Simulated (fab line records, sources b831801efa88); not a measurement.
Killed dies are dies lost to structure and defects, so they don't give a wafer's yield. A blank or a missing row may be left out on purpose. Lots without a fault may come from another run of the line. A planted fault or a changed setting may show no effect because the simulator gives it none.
Which tool did it? | flow sky130 | 11 lots, 33 wafers sampled, at 2 steps of a route of 708

WHAT THE GAUGES READ, wafer by wafer
SKY_SD_N_RS_MEAS_16: measures by four-point-probe.
lot  | measured     | on            | SD_N_RS (ohm/sq)
L457 | day 27 21:15 | film_metro-04 | 67.92 67.71 67.89
L458 | day 27 23:19 | film_metro-03 | 67.99 68.01 67.92
L464 | day 30 13:14 | film_metro-02 | 67.86 67.85 67.72
L465 | day 30 16:22 | film_metro-03 | 70.63 70.56 70.48 70.71 70.50 70.61
L468 | day 31 16:32 | film_metro-03 | 70.83 70.68 70.66 70.74 70.59 70.78
L472 | day 33 12:10 | film_metro-03 | 67.88 68.06 68.10
L476 | day 34 04:51 | film_metro-03 | 68.11 68.12 67.96
L477 | day 34 12:26 | film_metro-02 | 67.84 67.95 67.86
L478 | day 34 21:11 | film_metro-04 | 67.93 67.92 67.91
L479 | day 36 02:23 | film_metro-04 | 67.95 67.85 67.87
L480 | day 36 02:50 | film_metro-03 | 67.84 67.91 67.90

WHICH TOOL RAN EACH LOT (tool, then ch and the chambers of the sampled wafers, then the start)
lot  | SKY_SD_N_RTA_14
L457 | rtp_anneal-02 ch 0, day 27 21:05
L458 | rtp_anneal-01 ch 0, day 27 23:06
L464 | rtp_anneal-01 ch 0, day 30 13:02
L465 | rtp_anneal-02 ch 0, day 30 16:10
L468 | rtp_anneal-02 ch 0, day 31 16:22
L472 | rtp_anneal-01 ch 0, day 33 11:59
L476 | rtp_anneal-01 ch 0, day 34 04:40
L477 | rtp_anneal-02 ch 0, day 34 12:16
L478 | rtp_anneal-01 ch 0, day 34 21:00
L479 | rtp_anneal-02 ch 0, day 36 02:13
L480 | rtp_anneal-02 ch 0, day 36 02:39
- SKY_SD_N_RTA_14: time 2 s.

THE ANSWER, worked out from the rows above alone
Rule: what is usual is taken from the lots themselves. Put in order of their means at a reading, lots are off if they are a third of the lots or fewer, leave a main group of 4 or more, and stand apart from it by a gap of 3 or more times the standard deviation of the main group's means; of several such gaps the widest counts. A main group whose means are all the same, to the digits that the tables above print for the reading, isn't used. A lot without any number at a reading at which 4 lots or more have one is off too. The other lots that the step has rows for count as sound.
Off: L465, L468, at SKY_SD_N_RS_MEAS_16 (SD_N_RS). The main group: mean 67.92 ohm/sq, standard deviation 0.078.
A tool fits if, at a process step before that reading, it ran every lot that is off, and no sound lot after the first of them. The gauges at SKY_SD_N_RS_MEAS_16 are tried like those tools. None of those tried fits.

WHAT THE SIMULATOR HAD PUT IN
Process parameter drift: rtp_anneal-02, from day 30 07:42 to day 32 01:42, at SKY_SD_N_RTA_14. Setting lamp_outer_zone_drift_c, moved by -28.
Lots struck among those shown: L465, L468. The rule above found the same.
